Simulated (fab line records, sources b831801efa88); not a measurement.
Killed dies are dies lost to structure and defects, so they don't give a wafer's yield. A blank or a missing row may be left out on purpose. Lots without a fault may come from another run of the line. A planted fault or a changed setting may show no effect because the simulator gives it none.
Which tool did it? | flow sky130 | 12 lots, 36 wafers sampled, at 4 steps of a route of 708

WHAT THE GAUGES READ, wafer by wafer
SKY_CAP2M_THK_MEAS_01.
lot  | measured     | on            | CAP2M_CVD_00_THK (nm)
L652 | day 39 14:37 | film_metro-02 | 15.18 15.34 15.49
L653 | day 40 04:46 | film_metro-01 | 15.29 15.59 15.72
L654 | day 40 12:06 | film_metro-04 | 15.52 15.54 15.63
L655 | day 40 16:57 | film_metro-02 | 15.43 15.43 15.59
L657 | day 41 10:50 | film_metro-04 | 15.65 15.69 15.70
L658 | day 41 19:04 | film_metro-02 | 14.94 15.43 15.64
L659 | day 42 01:52 | film_metro-04 | 15.49 15.49 15.53
L666 | day 43 17:49 | film_metro-02 | 15.84 16.11 15.67
L668 | day 44 13:08 | film_metro-01 | 15.03 15.55 15.36
L669 | day 44 13:25 | film_metro-01 | 15.05 15.34 15.36
L670 | day 44 22:01 | film_metro-02 | 15.48 15.47 15.74
L674 | day 46 04:38 | film_metro-02 | 15.29 15.01 15.55

SKY_CAP2M_OVL_MEAS_12.
lot  | measured     | on         | CAP2M_OVL (nm)
L652 | day 40 15:32 | overlay-02 | 2.2 -0.2 0.5
L653 | day 41 04:29 | overlay-01 | 1.2 -1.9 0.3
L654 | day 41 11:41 | overlay-01 | 0.1 1.3 -0.4
L655 | day 41 16:40 | overlay-01 | -0.2 0.6 -0.8
L657 | day 42 10:46 | overlay-01 | 0.8 -0.5 -0.2
L658 | day 42 18:35 | overlay-01 | 0.8 3.4 2.1
L659 | day 43 01:41 | overlay-02 | 1.2 1.1 1.0
L666 | day 44 16:28 | overlay-01 | -0.9 0.8 0.5
L668 | day 45 10:18 | overlay-01 | 0.0 -0.1 0.7
L669 | day 45 10:35 | overlay-01 | 1.1 0.5 3.5
L670 | day 45 18:56 | overlay-02 | -2.1 -3.1 -1.3
L674 | day 47 01:23 | overlay-02 | 1.6 2.1 4.3

SKY_METAL5_THK_MEAS_06: measures by xrf.
lot  | measured     | on            | METAL5_ALCU_THK (nm)
L652 | day 42 19:16 | film_metro-03 | 1131 1161 1149
L653 | day 43 07:12 | film_metro-02 | 1143 1136 1143
L654 | day 43 14:50 | film_metro-03 | 1166 1173 1171
L655 | day 43 19:59 | film_metro-04 | 1149 1165 1130
L657 | day 44 13:08 | film_metro-04 | 1138 1156 1165
L658 | day 44 20:27 | film_metro-03 | 1141 1176 1149
L659 | day 45 02:50 | film_metro-02 | 1150 1167 1138
L666 | day 46 15:25 | film_metro-03 | 1162 1145 1151
L668 | day 47 08:05 | film_metro-03 | 1127 1112 1135
L669 | day 47 08:25 | film_metro-02 | 1153 1156 1147
L670 | day 47 16:43 | film_metro-03 | 1158 1142 1158
L674 | day 48 20:52 | film_metro-02 | 1144 1135 1132

WHICH TOOL RAN EACH LOT (tool, then ch and the chambers of the sampled wafers, then the start)
lot  | SKY_CAPM_METAL_ETCH_13
L652 | rie_metal-03 ch 0,1, day 37 08:22
L653 | rie_metal-04 ch 0,1, day 37 22:49
L654 | rie_metal-03 ch 0,1, day 38 04:02
L655 | rie_metal-04 ch 0,1, day 38 12:08
L657 | rie_metal-04 ch 1, day 39 06:05
L658 | rie_metal-04 ch 1, day 39 14:04
L659 | rie_metal-03 ch 0, day 39 21:01
L666 | rie_metal-04 ch 0,1, day 41 15:33
L668 | rie_metal-04 ch 0,1, day 42 10:28
L669 | rie_metal-01 ch 0,1, day 42 11:19
L670 | rie_metal-01 ch 0,1, day 42 21:16
L674 | rie_metal-01 ch 0,1, day 44 05:40
- SKY_CAPM_METAL_ETCH_13: etches TiN in Cl2/BCl3, stops on SiO2, target depth 220 nm, time 62.9 s.

WHAT THE TOOLS THEMSELVES READ (means of the sampled wafers that have a number; where no wafer has one, the mark that the record gives instead)
SKY_CAPM_METAL_ETCH_13.
lot  | tool         | drypump_motor_current_A (A) | oes_product_au (a.u.) | throttle_valve_pct (%)
L652 | rie_metal-03 | 6.3                         | 0.927                 | 21.912
L653 | rie_metal-04 | 5.9                         | 0.938                 | 21.900
L654 | rie_metal-03 | 6.2                         | 0.936                 | 21.902
L655 | rie_metal-04 | 5.9                         | 0.938                 | 21.906
L657 | rie_metal-04 | 5.5                         | 0.935                 | 21.903
L658 | rie_metal-04 | 5.5                         | 0.935                 | 21.903
L659 | rie_metal-03 | 6.4                         | 0.927                 | 21.912
L666 | rie_metal-04 | 5.9                         | 0.935                 | 21.907
L668 | rie_metal-04 | 5.7                         | 0.934                 | 21.902
L669 | rie_metal-01 | 5.8                         | 0.944                 | 21.904
L670 | rie_metal-01 | 5.8                         | 0.930                 | 21.909
L674 | rie_metal-01 | 5.5                         | 0.939                 | 21.900

THE ANSWER, worked out from the rows above alone
Rule: what is usual is taken from the lots themselves. Put in order of their means at a reading, lots are off if they are a third of the lots or fewer, leave a main group of 4 or more, and stand apart from it by a gap of 3 or more times the standard deviation of the main group's means; of several such gaps the widest counts. A main group whose means are all the same, to the digits that the tables above print for the reading, isn't used. A lot without any number at a reading at which 4 lots or more have one is off too. The other lots that the step has rows for count as sound. The gauges are gone through in route order, then the tools' own readings, and for those a lot's mean is taken as printed above. The first step at which some lot is off is used, and at that step the reading that is off furthest; a lot without a number counts as furthest.
No lot is off at any reading shown: from this, nothing can be told.

WHAT THE SIMULATOR HAD PUT IN
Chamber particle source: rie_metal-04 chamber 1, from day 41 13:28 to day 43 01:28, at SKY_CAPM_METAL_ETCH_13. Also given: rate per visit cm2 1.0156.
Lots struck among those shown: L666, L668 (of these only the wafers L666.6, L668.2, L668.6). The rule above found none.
